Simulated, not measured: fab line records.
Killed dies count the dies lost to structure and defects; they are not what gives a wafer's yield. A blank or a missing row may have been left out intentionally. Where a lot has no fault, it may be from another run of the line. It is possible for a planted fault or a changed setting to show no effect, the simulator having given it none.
Chamber matching + flow sky130 + rie diel-01 running SKY_POLY_CUT_ETCH_11: 4 sister chambers
The step etches Si3N4 in CF4/CH2F2/Ar, stops on poly-Si, time 42.5 s, target depth 60 nm. 8 wafers are shown with their chamber, then 11 later ones without.

WAFERS WITH THEIR CHAMBER
| wafer  | chamber | drypump motor current A (A) | oes product au (a.u.) |
|--------|---------|-----------------------------|-----------------------|
| L082.1 | 2       | 5.8                         | 0.826                 |
| L084.2 | 3       | 5.7                         | 0.826                 |
| L085.2 | 3       | 5.7                         | 0.824                 |
| L085.4 | 1       | 5.0                         | 0.826                 |
| L086.4 | 2       | 5.8                         | 0.825                 |
| L086.5 | 0       | 5.9                         | 0.830                 |
| L086.6 | 1       | 4.9                         | 0.826                 |
| L089.1 | 0       | 5.9                         | 0.821                 |

WAFERS WITHOUT THEIR CHAMBER
| wafer  | drypump motor current A (A) | oes product au (a.u.) |
|--------|-----------------------------|-----------------------|
| L089.4 | 4.9                         | 0.814                 |
| L089.5 | 5.8                         | 0.815                 |
| L090.1 | 5.8                         | 0.829                 |
| L090.2 | 4.9                         | 0.826                 |
| L090.4 | 5.8                         | 0.831                 |
| L091.1 | 5.8                         | 0.825                 |
| L091.3 | 5.0                         | 0.822                 |
| L091.4 | 5.7                         | 0.823                 |
| L097.1 | 5.8                         | 0.834                 |
| L097.4 | 5.9                         | 0.827                 |
| L097.6 | 5.8                         | 0.832                 |

WHICH CHAMBER EACH ONE RAN IN
| wafer  | from the rows above          | in truth |
|--------|------------------------------|----------|
| L089.4 | 1                            | 1        |
| L089.5 | can't be placed: 2 or 3 or 0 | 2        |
| L090.1 | can't be placed: 2 or 0      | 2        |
| L090.2 | 1                            | 1        |
| L090.4 | can't be placed: 2 or 0 or 3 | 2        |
| L091.1 | 2                            | 2        |
| L091.3 | 1                            | 1        |
| L091.4 | 3                            | 3        |
| L097.1 | can't be placed: 2 or 0 or 3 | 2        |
| L097.4 | 0                            | 0        |
| L097.6 | can't be placed: 2 or 0 or 3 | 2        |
Placed correctly: 6 of 11. Cannot be placed on the basis of these rows: 5; the candidates contain the true chamber in 5. 0 placed wrongly.
How it was worked out, from the rows above alone: a wafer's distance from a chamber is the root of the sum, over the readings, of the square of ((its reading less the chamber's mean) divided by the reading's scatter). The wafer belongs to the nearest chamber; if the next one is less than 2 further off, it can't be placed. A chamber's mean is the mean of its shown wafers. How the scatter is found: for the shown wafers, subtract from each reading the mean of its chamber, square and add these, divide the total by (wafers less chambers), then take the root.
